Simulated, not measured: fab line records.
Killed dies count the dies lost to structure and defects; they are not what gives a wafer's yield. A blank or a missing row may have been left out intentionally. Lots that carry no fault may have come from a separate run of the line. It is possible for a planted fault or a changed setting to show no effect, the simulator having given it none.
Chamber matching    flow sky130    SKY_VIA3_ETCH_15 on rieDiel-01: 4 sister chambers
The step etches SiO2 in C4F8/O2/Ar, stops on TiN, target depth 507 nm, time 78 s. 8 wafers are shown with their chamber, then 8 later ones without.

== WAFERS, EACH WITH ITS CHAMBER ==
wafer   chamber  oesProductAu (a.u.)
L078.2  2        0.930
L078.5  3        0.938
L086.4  3        0.937
L086.5  0        0.934
L089.1  1        0.929
L089.4  2        0.937
L089.6  0        0.947
L091.2  1        0.936

== WAFERS MISSING THEIR CHAMBER ==
wafer   oesProductAu (a.u.)
L091.3  0.937
L091.5  0.942
L094.2  0.939
L094.3  0.932
L094.6  0.935
L095.1  0.934
L095.4  0.936
L095.5  0.942

== WHICH CHAMBER EACH ONE RAN IN ==
wafer   from the rows above                in truth
L091.3  can't be placed: 3 or 0 or 2 or 1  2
L091.5  can't be placed: 0 or 3 or 2 or 1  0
L094.2  can't be placed: 3 or 0 or 2 or 1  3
L094.3  can't be placed: 1 or 2 or 3 or 0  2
L094.6  can't be placed: 2 or 1 or 3 or 0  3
L095.1  can't be placed: 2 or 1 or 3 or 0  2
L095.4  can't be placed: 3 or 2 or 1 or 0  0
L095.5  can't be placed: 0 or 3 or 2 or 1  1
Correct placement for 0 of the 8. From these rows, 8 cannot be placed; in 8 the true chamber is one of the candidates. Wrongly placed: 0.
How it was worked out, from the rows above alone: a wafer's distance from a chamber is the root of the sum, over the readings, of the square of ((its reading less the chamber's mean) divided by the reading's scatter). If the next closest chamber is less than 2 further off than the closest, the wafer can't be placed; otherwise it belongs to the closest. For every chamber, the mean is computed from those of its wafers that are shown. The scatter is the square root of a quotient: the sum, over the shown wafers, of each reading's squared deviation from its chamber's mean, divided by wafers minus chambers.
